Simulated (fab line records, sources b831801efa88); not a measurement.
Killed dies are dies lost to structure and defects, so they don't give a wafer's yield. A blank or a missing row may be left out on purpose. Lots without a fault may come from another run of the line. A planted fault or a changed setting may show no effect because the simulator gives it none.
Chamber matching | flow sky130 | SKY_PASSIVATION_ETCH_11 on rie_diel-04: 4 sister chambers
The step etches the open film in CF4/O2, stops on AlCu, target depth 725 nm, time 161.1 s. 4 wafers are shown with their chamber, then 7 later ones without.

WAFERS WITH THEIR CHAMBER
wafer  | chamber | drypump_motor_current_A (A)
L833.3 | 3       | 6.0
L835.5 | 0       | 5.5
L839.2 | 1       | 5.7
L839.3 | 2       | 5.8

WAFERS WITHOUT THEIR CHAMBER
wafer  | drypump_motor_current_A (A)
L839.5 | 5.5
L841.2 | 6.0
L841.4 | 5.8
L841.5 | 5.6
L837.3 | 5.5
L837.4 | 6.0
L837.5 | 5.7

WHICH CHAMBER EACH WENT THROUGH
wafer  | from the rows above     | in truth
L839.5 | 0                       | 0
L841.2 | 3                       | 3
L841.4 | 2                       | 2
L841.5 | can't be placed: 0 or 1 | 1
L837.3 | 0                       | 0
L837.4 | 3                       | 3
L837.5 | 1                       | 1
Placed correctly: 6 of 7. Can't be placed from these rows: 1 (the true chamber is among the candidates in 1). Placed wrongly: 0.
How it was worked out, from the rows above alone: a wafer's distance from a chamber is the root of the sum, over the readings, of the square of ((its reading less the chamber's mean) divided by the reading's scatter). The wafer belongs to the nearest chamber; if the next one is less than 2 further off, it can't be placed. A chamber's mean is the mean of its shown wafers. The scatter: with one shown wafer a chamber, the root of the mean of the squares of how far each hidden wafer lies from its nearest shown one.
